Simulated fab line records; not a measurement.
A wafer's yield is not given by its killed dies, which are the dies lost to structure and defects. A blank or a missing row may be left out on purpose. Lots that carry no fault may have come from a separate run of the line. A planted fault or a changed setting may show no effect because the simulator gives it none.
The tool behind it: which one?	flow sky130	12 lots, 36 wafers sampled, at 5 steps of a route of 708

## WHAT EACH GAUGE READ, for each wafer
SKY_CONTACT_RS_MEAS_25: measures by four-point-probe. Usual: CONTACT_W_RS typically reads 0.338 ohm/sq, with standard deviation 0.0037.
lot	measured	on	CONTACT_W_RS (ohm/sq)	flag
L373	day 32 08:07	film_metro-03	0.343 0.343 0.344	
L374	day 32 21:01	film_metro-04	0.337 0.340 0.334	
L375	day 33 00:40	film_metro-04	0.342 0.336 0.336	
L376	day 33 09:43	film_metro-04	0.337 0.338 0.340	
L377	day 33 12:13	film_metro-04	0.337 0.335 0.339	
L378	day 33 23:40	film_metro-01	0.342 0.342 0.343	
L379	day 34 01:41	film_metro-03	0.332 0.332 0.333	
L380	day 34 11:05	film_metro-03	0.340 0.339 0.341	
L392	day 37 21:16	film_metro-03	0.332 0.336 0.336	
L393	day 38 13:58	film_metro-04	0.341 0.336 0.337	
L394	day 38 22:00	film_metro-01	0.343 0.338 0.344	
L395	day 39 08:33	film_metro-04	0.334 0.331 0.334	

SKY_VIA1_THK_MEAS_01. Usual: VIA1_HDPCVD_THK typically reads 1031 nm, with standard deviation 10.
lot	measured	on	VIA1_HDPCVD_THK (nm)	flag
L373	day 33 11:50	film_metro-02	1018 1017 1017	
L374	day 34 01:38	film_metro-02	1029 1032 1035	
L375	day 34 05:17	film_metro-01	1044 1026 1021	
L376	day 34 14:22	film_metro-01	1013 1011 1029	
L377	day 34 16:36	film_metro-01	1034 1040 1028	
L378	day 35 04:18	film_metro-02	709 723 716	OFF
L379	day 35 05:53	film_metro-03	730 743 733	OFF
L380	day 35 15:10	film_metro-03	737 742 737	OFF
L392	day 39 00:45	film_metro-03	1029 1036 1023	
L393	day 39 16:52	film_metro-01	1036 1048 1043	
L394	day 40 00:55	film_metro-01	1037 1033 1031	
L395	day 40 10:47	film_metro-03	1032 1054 1029	

## WHAT TOOL EACH LOT RAN ON (gives the tool, then ch and the chambers of the sampled wafers, and finally the start)
lot	SKY_METAL1_SPUTTER_03	SKY_METAL1_METAL_ETCH_19	SKY_VIA1_HDPCVD_00
L373	pvd_sputter-01, day 32 08:37	rie_metal-02 ch 0,1, day 33 11:03	hdpcvd-01 ch 0,1,2, day 33 11:46
L374	pvd_sputter-03, day 32 21:34	rie_metal-04 ch 0,1, day 34 00:50	hdpcvd-02 ch 1,2, day 34 01:31
L375	pvd_sputter-03, day 33 01:14	rie_metal-02 ch 0,1, day 34 04:29	hdpcvd-02 ch 0,2, day 34 05:10
L376	pvd_sputter-01, day 33 10:16	rie_metal-04 ch 1, day 34 13:29	hdpcvd-01 ch 0,1,2, day 34 14:16
L377	pvd_sputter-03, day 33 12:45	rie_metal-03 ch 1, day 34 15:47	hdpcvd-01 ch 0,1, day 34 16:28
L378	pvd_sputter-01, day 34 00:14	rie_metal-03 ch 0, day 35 03:25	hdpcvd-01 ch 0,1, day 35 04:11
L379	pvd_sputter-01, day 34 02:17	rie_metal-03 ch 0, day 35 05:04	hdpcvd-01 ch 0,1,2, day 35 05:48
L380	pvd_sputter-03, day 34 11:34	rie_metal-03 ch 0, day 35 14:18	hdpcvd-01 ch 0,1,2, day 35 15:04
L392	pvd_sputter-04, day 37 21:49	rie_metal-04 ch 0,1, day 38 23:55	hdpcvd-02 ch 1,2, day 39 00:38
L393	pvd_sputter-01, day 38 14:31	rie_metal-03 ch 1, day 39 15:58	hdpcvd-01 ch 0,1, day 39 16:45
L394	pvd_sputter-01, day 38 22:52	rie_metal-04 ch 0,1, day 40 00:07	hdpcvd-02 ch 0,1,2, day 40 00:49
L395	pvd_sputter-03, day 39 09:04	rie_metal-02 ch 1, day 40 09:56	hdpcvd-02 ch 1,2, day 40 10:40
- SKY_METAL1_SPUTTER_03: material Ti, target thk 5 nm, time 3.3 s.
- SKY_METAL1_METAL_ETCH_19: etches the open film in Cl2/BCl3, stops on SiO2, target depth 360 nm, time 78 s.
- SKY_VIA1_HDPCVD_00: deposits SiO2, target thk 1030 nm, time 171.7 s.

## AS READ BY THE TOOLS THEMSELVES (means over the sampled wafers that have a number; for cases with no such wafer, the mark the record gives instead)
SKY_METAL1_SPUTTER_03. Usual: throttle_valve_pct 30.4 %, standard deviation 0.54.
lot	tool	throttle_valve_pct (%)	flag
L373	pvd_sputter-01	30.4	
L374	pvd_sputter-03	30.4	
L375	pvd_sputter-03	30.2	
L376	pvd_sputter-01	30.1	
L377	pvd_sputter-03	30.3	
L378	pvd_sputter-01	30.6	
L379	pvd_sputter-01	30.5	
L380	pvd_sputter-03	30.5	
L392	pvd_sputter-04	30.5	
L393	pvd_sputter-01	30.6	
L394	pvd_sputter-01	30.5	
L395	pvd_sputter-03	30.6	

SKY_METAL1_METAL_ETCH_19. Usual: drypump_motor_current_A 5.7 A, standard deviation 0.46; oes_product_au 0.854 a.u., standard deviation 0.0051; throttle_valve_pct 22.264 %, standard deviation 0.0091.
lot	tool	drypump_motor_current_A (A)	oes_product_au (a.u.)	throttle_valve_pct (%)	flag
L373	rie_metal-02	6.0	0.854	22.263	
L374	rie_metal-04	5.6	0.853	22.273	
L375	rie_metal-02	5.6	0.857	22.257	
L376	rie_metal-04	5.3	0.856	22.261	
L377	rie_metal-03	5.7	0.862	22.267	
L378	rie_metal-03	5.5	0.858	22.261	
L379	rie_metal-03	5.4	0.851	22.263	
L380	rie_metal-03	5.5	0.850	22.262	
L392	rie_metal-04	5.7	0.851	22.267	
L393	rie_metal-03	5.7	0.851	22.262	
L394	rie_metal-04	5.6	0.853	22.265	
L395	rie_metal-02	5.2	0.853	22.266	

## THE ANSWER, worked out from the rows above alone
Rule: take the mean of a lot's wafers that have a number; if it is more than 3 standard deviations from the usual mean, the lot is off. A lot without any number at a reading at which 4 lots or more have one is off too. The other lots that the step has rows for count as sound. The gauges are gone through in route order, then the tools' own readings, and for those a lot's mean is taken as printed above. The first step at which some lot is off is used, and at that step the reading that is off furthest; a lot without a number counts as furthest.
Off: L378, L379, L380, seen at SKY_VIA1_THK_MEAS_01 (VIA1_HDPCVD_THK).
A tool fits if, at a process step before that reading, it ran every lot that is off, and no sound lot after the first of them. The gauges at SKY_VIA1_THK_MEAS_01 are tried like those tools. No candidate that was tried fits.

## WHAT THE SIMULATOR HAD PUT IN
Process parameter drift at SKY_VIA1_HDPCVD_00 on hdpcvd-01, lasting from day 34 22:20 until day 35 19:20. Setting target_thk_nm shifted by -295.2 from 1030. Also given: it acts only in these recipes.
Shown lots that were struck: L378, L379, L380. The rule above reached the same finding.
